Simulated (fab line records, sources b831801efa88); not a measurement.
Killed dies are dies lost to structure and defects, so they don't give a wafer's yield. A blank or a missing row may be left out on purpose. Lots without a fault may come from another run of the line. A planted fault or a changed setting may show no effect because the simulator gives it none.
fab line records | flow sky130
record lots=11 wafers=33 last_day=50
route steps=708 shown SONOS_ONO@173 POLY_GATE@204 PAD_OPEN@708
lots that met no fault: from a run of the same line without faults
start_h: hours from the record's first day to the start of the lot's first wafer shown | wait_h: hours since the lot's step before | " the same as in the row above | L1.1+2: a row that stands for several wafers | - no value, or no start given | * or withheld: withheld | < > ~ a bound
route shown NAME@n: a module of which the file shows steps, and the number in the route of the first | usual: mean/standard deviation of fault-free wafers | same: alike in all rows | chamber/n: place in a boat | sites: the reading at each site | _std_site: their standard deviation | _edge_site: outer sites' mean less inner sites' | radius_mm: how far each site lies from the wafer's centre | mask NAME#n: copy n | behind: the tool/chamber that last shaped the wafer | hold: why the lot was held/for how many hours/how that ended | device: the transistor (n, p or np) that didn't switch | end of line: the same wafers' tests at the end of the route | a step without rows: its recipe alone | killed: dies lost to structure and defects at the first sort, not the wafer's yield | map: a wafer's dies, x killed, . not, _ none there
set.NAME: the setting as run; set.NAME@STEP: as run at that earlier step | model.NAME: the simulator's own value behind a step, which no gauge read
steps of the route over a sample of lots; a table a step, a row a wafer
services: from which hour (start_h, from the record's first day; less than 0 if before it) a tool's chamber was out of use, for how many hours, and why
## steps
# step SKY_SONOS_ONO_THK_MEAS_05
# recipe reads=SiO2_of_SONOS_ONO_CVD_04
# usual SONOS_ONO_CVD_04_THK=5.72/0.083
# columns lot.wafer tool chamber start_h wait_h SONOS_ONO_CVD_04_THK[nm]
L831.4 film_metro-01 - 259.49 0.0 5.75
L831.5 " - " " 5.76
L831.6 " - " " 5.83
L833.1 film_metro-01 - 279.16 0.0 5.78
L833.4 " - " " 5.69
L833.6 " - " " 5.82
L835.3 film_metro-01 - 294.35 0.0 5.76
L835.4 " - " " 5.73
L835.6 " - " " 5.72
L837.1 film_metro-04 - 301.71 0.0 5.72
L837.4 " - " " 5.75
L837.6 " - " " 5.65
L838.3 film_metro-01 - 304.08 0.0 5.87
L838.4 " - " " 5.76
L838.6 " - " " 5.65
L839.3 film_metro-01 - 325.73 0.0 5.58
L839.4 " - " " 5.63
L839.6 " - " " 5.60
L840.1 film_metro-03 - 329.97 0.0 5.72
L840.4 " - " " 5.66
L840.6 " - " " 5.71
L846.4 film_metro-01 - 366.38 0.0 5.64
L846.5 " - " " 5.67
L846.6 " - " " 5.59
L852.1 film_metro-03 - 439.69 0.0 5.76
L852.3 " - " " 5.73
L852.6 " - " " 5.81
L853.2 film_metro-01 - 445.24 0.0 5.72
L853.3 " - " " 5.76
L853.6 " - " " 5.81
L854.1 film_metro-04 - 451.74 0.0 5.70
L854.2 " - " " 5.72
L854.4 " - " " 5.53
# step SKY_SONOS_ONO_ETCH_15
# recipe target_depth_nm=19.52 chemistry=CHF3/O2 source_w=600 bias_w=200 pressure_mtorr=40 chf3_flow_sccm=50 O2_flow_sccm=5 time_s=7.8
# usual drypump_motor_current_A=5.5/0.45 oes_product_au=1.003/0.0093 throttle_valve_pct=8.825/0.0089
# same time_s=7.8
# columns lot.wafer tool chamber start_h wait_h drypump_motor_current_A oes_product_au rf_hours_counter_h throttle_valve_pct
L831.4 rie_diel-04 1 283.39 0.0 4.8 1.013 4 8.827
L831.5 " 3 " " 6.2 0.991 - 8.810
L831.6 " 0 " " 5.9 0.998 - 8.821
L833.1 rie_diel-04 3 304.24 0.0 6.2 0.995 6 8.823
L833.4 " 2 " " 5.8 1.008 - 8.832
L833.6 " 1 " " 4.8 1.014 - 8.819
L835.3 rie_diel-01 3 320.70 0.0 5.9 1.011 2 8.823
L835.4 " 0 " " 5.8 0.995 67 8.821
L835.6 " 3 " " 5.9 1.006 - 8.840
L837.1 rie_diel-01 1 327.74 0.0 5.1 1.001 32 8.844
L837.4 " 3 " " 5.9 1.014 2 8.820
L837.6 " 1 " " 5.1 0.992 - 8.827
L838.3 rie_diel-04 0 331.04 0.0 5.9 1.014 4 8.827
L838.4 " 1 " " 4.8 1.013 4 8.829
L838.6 " 1 " " 4.8 1.013 - 8.808
L839.3 rie_diel-03 0 352.35 0.0 4.8 0.998 70 8.825
L839.4 " 1 " " 5.9 0.990 24 8.834
L839.6 " 1 " " 5.9 0.985 - 8.822
L840.1 rie_diel-03 0 357.09 0.0 4.9 1.003 70 8.822
L840.4 " 2 " " 5.1 1.011 15 8.827
L840.6 " 2 " " 5.1 0.995 - 8.823
L846.4 rie_diel-01 3 394.29 0.0 5.9 1.006 4 8.830
L846.5 " 3 " " 5.9 1.013 - 8.823
L846.6 " 2 " " 5.7 1.015 - 8.820
L852.1 rie_diel-01 0 470.19 0.0 5.8 0.992 71 8.824
L852.3 " 1 " " 5.0 1.014 36 8.832
L852.6 " 3 " " 5.9 1.009 - 8.841
L853.2 rie_diel-01 2 476.09 0.0 5.8 1.002 12 8.809
L853.3 " 0 " " 5.9 0.995 71 8.828
L853.6 " 2 " " 5.8 1.016 - 8.816
L854.1 rie_diel-03 3 482.40 0.0 5.3 0.991 7 8.834
L854.2 " 2 " " 5.1 1.003 16 8.840
L854.4 " 1 " " 5.9 0.976 26 8.827
# step SKY_POLY_GATE_CVD_00
# recipe material=poly-Si target_thk_nm=180 temp_c=620 time_s=720 pressure_mtorr=200
# columns lot.wafer tool chamber start_h wait_h
L831.4+5+6 lpcvd-01 1 314.34 0.0
L833.1+4+6 lpcvd-01 1 335.15 0.0
L835.3+4+6 lpcvd-01 1 352.66 0.0
L837.1+4+6 lpcvd-01 1 362.01 0.0
L838.3+4+6 lpcvd-01 1 366.23 0.0
L839.3+4+6 lpcvd-01 0 385.09 0.0
L840.1+4+6 lpcvd-01 0 392.92 0.9
L846.4+5+6 lpcvd-01 0 430.03 0.0
L852.1+3+6 lpcvd-01 0 504.02 0.0
L853.2+3+6 lpcvd-01 0 511.52 0.0
L854.1+2+4 lpcvd-01 0 517.58 0.7
# step SKY_POLY_GATE_THK_MEAS_01
# recipe reads=poly-Si_of_POLY_GATE_CVD_00
# usual POLY_GATE_CVD_00_THK=180.5/1.9
# columns lot.wafer tool chamber start_h wait_h POLY_GATE_CVD_00_THK[nm]
L831.4 film_metro-02 - 315.57 0.0 178.8
L831.5 " - " " 179.5
L831.6 " - " " 178.8
L833.1 film_metro-02 - 336.35 0.0 180.4
L833.4 " - " " 179.7
L833.6 " - " " 179.8
L835.3 film_metro-03 - 353.88 0.0 178.3
L835.4 " - " " 179.0
L835.6 " - " " 178.1
L837.1 film_metro-03 - 363.21 0.0 177.2
L837.4 " - " " 178.0
L837.6 " - " " 178.8
L838.3 film_metro-03 - 367.45 0.0 184.2
L838.4 " - " " 183.2
L838.6 " - " " 184.0
L839.3 film_metro-04 - 386.31 0.0 179.9
L839.4 " - " " 179.9
L839.6 " - " " 180.7
L840.1 film_metro-02 - 394.12 0.0 178.7
L840.4 " - " " 179.2
L840.6 " - " " 176.8
L846.4 film_metro-04 - 431.26 0.0 111.7
L846.5 " - " " 112.6
L846.6 " - " " 112.7
L852.1 film_metro-04 - 505.22 0.0 178.6
L852.3 " - " " 179.5
L852.6 " - " " 176.9
L853.2 film_metro-03 - 512.73 0.0 182.3
L853.3 " - " " 181.5
L853.6 " - " " 182.3
L854.1 film_metro-03 - 518.78 0.0 182.9
L854.2 " - " " 183.9
L854.4 " - " " 183.0
# step SKY_POLY_GATE_THK_MEAS_04
# recipe reads=Si3N4_of_POLY_GATE_CVD_03
# usual POLY_GATE_CVD_03_THK=74.6/0.75
# columns lot.wafer tool chamber start_h wait_h POLY_GATE_CVD_03_THK[nm]
L831.4 film_metro-03 - 342.98 0.0 75.0
L831.5 " - " " 75.6
L831.6 " - " " 75.2
L833.1 film_metro-02 - 366.59 0.0 75.4
L833.4 " - " " 75.1
L833.6 " - " " 75.4
L835.3 film_metro-04 - 382.28 0.0 75.3
L835.4 " - " " 75.1
L835.6 " - " " 75.8
L837.1 film_metro-04 - 393.07 0.0 75.2
L837.4 " - " " 74.6
L837.6 " - " " 74.7
L838.3 film_metro-02 - 398.07 0.0 75.2
L838.4 " - " " 74.6
L838.6 " - " " 75.7
L839.3 film_metro-04 - 421.65 0.0 74.1
L839.4 " - " " 73.8
L839.6 " - " " 74.5
L840.1 film_metro-04 - 427.34 0.0 74.1
L840.4 " - " " 73.5
L840.6 " - " " 73.6
L846.4 film_metro-02 - 464.74 0.0 73.9
L846.5 " - " " 74.5
L846.6 " - " " 74.4
L852.1 film_metro-03 - 537.24 0.0 73.8
L852.3 " - " " 74.1
L852.6 " - " " 74.2
L853.2 film_metro-02 - 544.24 0.0 74.4
L853.3 " - " " 73.9
L853.6 " - " " 74.3
L854.1 film_metro-02 - 550.91 0.0 74.4
L854.2 " - " " 73.9
L854.4 " - " " 73.2
# step SKY_POLY_GATE_ETCH_17
# recipe target_depth_nm=180 stop_on=SiO2 over_etch_frac=0.56667 chemistry=HBr/Cl2 target=poly-Si icp_w=400 bias_w=100 pressure_mtorr=10 HBr_flow_sccm=150 Cl2_flow_sccm=50 time_s=70.5
# usual drypump_motor_current_A=5.6/0.46 oes_product_au=0.985/0.0067 throttle_valve_pct=33.684/0.0091
# same time_s=70.5
# columns lot.wafer tool chamber start_h wait_h drypump_motor_current_A oes_product_au rf_hours_counter_h throttle_valve_pct
L831.4 rie_si-02 1 370.42 0.0 5.2 0.983 38 33.687
L831.5 " 2 " " 6.0 0.980 - 33.692
L831.6 " 1 " " 5.2 0.978 - 33.672
L833.1 rie_si-02 1 396.37 0.0 5.2 0.975 39 33.677
L833.4 " 0 " " 5.8 0.985 4 33.688
L833.6 " 1 " " 5.2 0.981 - 33.684
L835.3 rie_si-02 0 412.59 0.0 5.8 0.980 4 33.686
L835.4 " 1 " " 5.3 0.978 39 33.693
L835.6 " 0 " " 5.9 0.982 - 33.693
L837.1 rie_si-02 3 423.37 0.0 4.8 0.977 59 33.664
L837.4 " 0 " " 5.9 0.976 4 33.680
L837.6 " 3 " " 4.7 0.982 - 33.678
L838.3 rie_si-02 3 428.74 0.0 4.7 0.996 59 33.694
L838.4 " 1 " " 5.2 0.991 39 33.693
L838.6 " 2 " " 6.0 0.992 - 33.670
L839.3 rie_si-02 2 453.52 0.0 6.0 0.990 1 33.692
L839.4 " 1 " " 5.3 0.983 39 33.684
L839.6 " 1 " " 5.3 0.985 - 33.689
L840.1 rie_si-01 2 459.17 0.0 6.3 0.980 27 33.692
L840.4 " 3 " " 5.2 0.992 4 33.691
L840.6 " 0 " " 5.8 0.979 - 33.676
L846.4 rie_si-02 0 495.89 0.1 5.8 0.723 - 33.694
L846.5 " 1 " " 5.2 0.730 - 33.676
L846.6 " 2 " " 6.0 0.718 - 33.692
L852.1 rie_si-02 3 567.17 0.0 4.7 0.993 0 33.681
L852.3 " 1 " " 5.2 0.974 40 33.678
L852.6 " 0 " " 5.8 0.969 - 33.689
L853.2 rie_si-01 0 574.17 0.0 5.8 0.977 7 33.692
L853.3 " 3 " " 5.2 0.986 4 33.681
L853.6 " 3 " " 5.2 0.982 - 33.685
L854.1 rie_si-01 0 581.02 0.0 5.8 0.990 7 33.691
L854.2 " 3 " " 5.2 0.983 4 33.680
L854.4 " 2 " " 6.3 0.985 27 33.683
# step SKY_PAD_OPEN_PROBE_99
# usual killed_at_M0_to_M3=43/6.4 killed_at_M4_up=3.1/2 killed_at_contacts=24/5.2 killed_at_front_end=15/4.3 killed_at_other=0.2/0.48 killed_dies=85/9.7 killed_open=47/6.9 killed_short=38/6.7
# same gross_dies=492 killed_at_back_side=0
# columns lot.wafer tool chamber start_h wait_h killed_at_M0_to_M3 killed_at_M4_up killed_at_contacts killed_at_front_end killed_at_other killed_dies killed_open killed_short
L835.3 prober-02 - 1110.25 0.2 46 4 23 11 0 84 50 34
L835.4 prober-02 - 1110.30 0.2 53 3 25 14 0 95 54 41
L835.6 prober-02 - 1110.40 0.2 44 0 25 23 0 92 53 39
L838.3 prober-01 - 1123.81 0.2 35 4 19 15 0 73 34 39
L838.4 prober-01 - 1123.86 0.2 45 4 31 11 0 91 55 36
L838.6 prober-01 - 1123.96 0.2 42 5 29 13 0 89 42 47
L839.3 prober-02 - 1139.14 0.2 35 4 25 17 0 81 55 26
L839.4 prober-02 - 1139.19 0.2 44 3 28 19 0 94 50 44
L839.6 prober-02 - 1139.29 0.2 47 2 19 12 1 81 52 29
L840.1 prober-02 - 1143.12 0.1 44 2 29 17 0 92 40 52
L840.4 prober-02 - 1143.27 0.2 40 3 23 11 0 77 34 43
L840.6 prober-02 - 1143.37 0.2 50 4 35 16 0 105 60 45
L846.4 prober-01 - 1165.69 0.2 61 2 29 17 1 110 56 54
L846.5 prober-01 - 1165.74 0.2 34 0 20 18 0 72 40 32
L846.6 prober-01 - 1165.79 0.2 46 4 23 19 0 92 60 32
# killed by level:class
L835.3 CONTACT:geometric_particle:open=13 VIA1:geometric_particle:open=9 VIA3:geometric_particle:open=9 METAL1:geometric_particle:short=8 FIELD_ISO:geometric_particle:open=5 VIA2:geometric_particle:open=5 METAL2:geometric_particle:short=4 METAL4:geometric_particle:short=4
L835.4 VIA1:geometric_particle:open=16 VIA2:geometric_particle:open=8 FIELD_ISO:geometric_particle:short=6 LI_CONTACT:geometric_particle:open=6 CONTACT:geometric_particle:open=6 METAL3:geometric_particle:short=6 CONTACT:geometric_particle:short=5 LOCAL_INTERCONNECT:geometric_particle:short=4
L835.6 VIA1:geometric_particle:open=10 POLY_GATE:geometric_particle:open=7 LOCAL_INTERCONNECT:geometric_particle:short=7 CONTACT:geometric_particle:open=7 LI_CONTACT:geometric_particle:open=5 VIA2:geometric_particle:open=5 VIA3:geometric_particle:open=5 FIELD_ISO:geometric_particle:short=4
L838.3 VIA1:geometric_particle:short=7 LI_CONTACT:geometric_particle:open=7 VIA2:geometric_particle:open=6 VIA1:geometric_particle:open=5 CONTACT:geometric_particle:open=4 CONTACT:geometric_particle:short=4 VIA3:geometric_particle:open=4 METAL4:geometric_particle:short=4
L838.4 CONTACT:geometric_particle:open=14 VIA1:geometric_particle:open=12 VIA2:geometric_particle:open=9 VIA3:geometric_particle:open=8 LI_CONTACT:geometric_particle:open=7 VIA1:geometric_particle:short=6 CONTACT:geometric_particle:short=5 LOCAL_INTERCONNECT:geometric_particle:short=4
L838.6 CONTACT:geometric_particle:open=10 VIA2:geometric_particle:open=10 VIA1:geometric_particle:open=7 METAL2:geometric_particle:short=6 POLY_GATE:geometric_particle:short=5 LI_CONTACT:geometric_particle:open=5 CONTACT:geometric_particle:short=5 VIA3:geometric_particle:open=5
L839.3 CONTACT:geometric_particle:open=13 VIA1:geometric_particle:open=13 LI_CONTACT:geometric_particle:open=7 FIELD_ISO:geometric_particle:open=6 VIA2:geometric_particle:open=6 METAL2:geometric_particle:short=5 FIELD_ISO:geometric_particle:short=4 METAL4:geometric_particle:short=4
L839.4 VIA1:geometric_particle:open=13 CONTACT:geometric_particle:open=13 METAL2:geometric_particle:short=8 POLY_GATE:geometric_particle:short=7 VIA1:geometric_particle:short=6 LI_CONTACT:geometric_particle:open=6 POLY_GATE:geometric_particle:open=5 CONTACT:geometric_particle:short=5
L839.6 VIA1:geometric_particle:open=18 CONTACT:geometric_particle:open=10 VIA1:geometric_particle:short=7 LI_CONTACT:geometric_particle:open=6 VIA2:geometric_particle:open=6 POLY_GATE:geometric_particle:open=5 VIA2:geometric_particle:short=4 METAL1:geometric_particle:short=3
L840.1 METAL1:geometric_particle:short=14 CONTACT:geometric_particle:open=9 LI_CONTACT:geometric_particle:open=6 FIELD_ISO:geometric_particle:short=5 POLY_GATE:geometric_particle:short=5 VIA2:geometric_particle:open=5 CONTACT:geometric_particle:short=5 VIA1:geometric_particle:open=5
L840.4 CONTACT:geometric_particle:open=8 METAL1:geometric_particle:short=7 VIA1:geometric_particle:open=6 METAL2:geometric_particle:short=6 FIELD_ISO:geometric_particle:short=5 CONTACT:geometric_particle:short=5 VIA1:geometric_particle:short=4 LI_CONTACT:geometric_particle:short=4
L840.6 CONTACT:geometric_particle:open=13 LI_CONTACT:geometric_particle:open=11 METAL2:geometric_particle:short=11 VIA1:geometric_particle:open=9 VIA3:geometric_particle:open=9 VIA2:geometric_particle:open=7 FIELD_ISO:geometric_particle:short=6 LOCAL_INTERCONNECT:geometric_particle:short=6
L846.4 VIA3:geometric_particle:open=11 VIA1:geometric_particle:open=11 LOCAL_INTERCONNECT:geometric_particle:short=9 VIA3:geometric_particle:short=8 CONTACT:geometric_particle:open=7 METAL3:geometric_particle:short=6 CONTACT:geometric_particle:short=6 FIELD_ISO:geometric_particle:open=5
L846.5 VIA1:geometric_particle:open=8 LI_CONTACT:geometric_particle:open=7 FIELD_ISO:geometric_particle:open=6 POLY_GATE:geometric_particle:short=6 METAL2:geometric_particle:short=6 METAL2:geometric_particle:open=5 LOCAL_INTERCONNECT:geometric_particle:short=4 CONTACT:geometric_particle:open=4
L846.6 VIA1:geometric_particle:open=14 CONTACT:geometric_particle:open=10 VIA2:geometric_particle:open=9 LI_CONTACT:geometric_particle:open=8 VIA3:geometric_particle:open=7 FIELD_ISO:geometric_particle:short=6 FIELD_ISO:geometric_particle:open=4 LOCAL_INTERCONNECT:geometric_particle:short=4
## services
# columns tool chamber start_h hours kind
rie_diel-03 - 273.49 28.1 pm
rie_si-01 2 278.95 4.5 repair
rie_diel-01 1 282.25 13.5 repair
rie_diel-04 0 283.82 30.2 repair
rie_si-01 - 293.24 2.2 repair
rie_diel-04 1 307.39 7.7 repair
rie_diel-03 2 321.71 5.3 repair
rie_diel-03 2 336.38 14.3 repair
rie_diel-04 3 352.95 7.4 repair
rie_diel-04 3 366.86 6.0 repair
rie_diel-01 0 372.36 3.3 repair
rie_si-02 2 393.41 2.2 repair
rie_si-01 - 403.03 2.8 pm
rie_diel-04 3 414.83 3.2 repair
rie_diel-03 2 423.84 5.1 repair
rie_si-01 3 434.30 4.3 repair
rie_si-01 2 465.03 1.8 repair
rie_si-01 3 483.88 10.8 repair
lpcvd-01 - 487.97 1.3 repair
lpcvd-01 - 498.07 0.5 repair
rie_diel-01 3 536.87 5.9 repair
rie_diel-04 2 550.82 4.5 repair
rie_si-02 0 552.02 5.5 repair
rie_diel-01 - 562.21 2.4 repair
## key
first_sign step=SKY_POLY_GATE_THK_MEAS_01 reading=POLY_GATE_CVD_00_THK direction=down sigmas=35 usual=180.5 struck=112.3
effect step=SKY_POLY_GATE_ETCH_17 reading=oes_product_au direction=down sigmas=39 usual=0.985 struck=0.723
met_at SKY_POLY_GATE_CVD_00
struck_lots L846
struck_wafers L846.4,L846.5,L846.6
tester_left_out L846
not_acting_at SKY_SONOS_ONO_THK_MEAS_05,SKY_SONOS_ONO_ETCH_15,SKY_POLY_GATE_THK_MEAS_04
onset_between 392.92 430.03
fault kind=process_parameter_drift tool=lpcvd-01 chamber=0 onset_h=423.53 steps=SKY_POLY_GATE_CVD_00 channel=target_thk_nm offset=-70.377 shape=step end_h=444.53 stated=180
# tester_left_out: of these lots the tester's yield and bins aren't shown, on N5 and GAA mostly nor the transistor test; their killed dies are dies lost to structure and defects alone, not to doping, threshold or leakage, so they don't give the yield
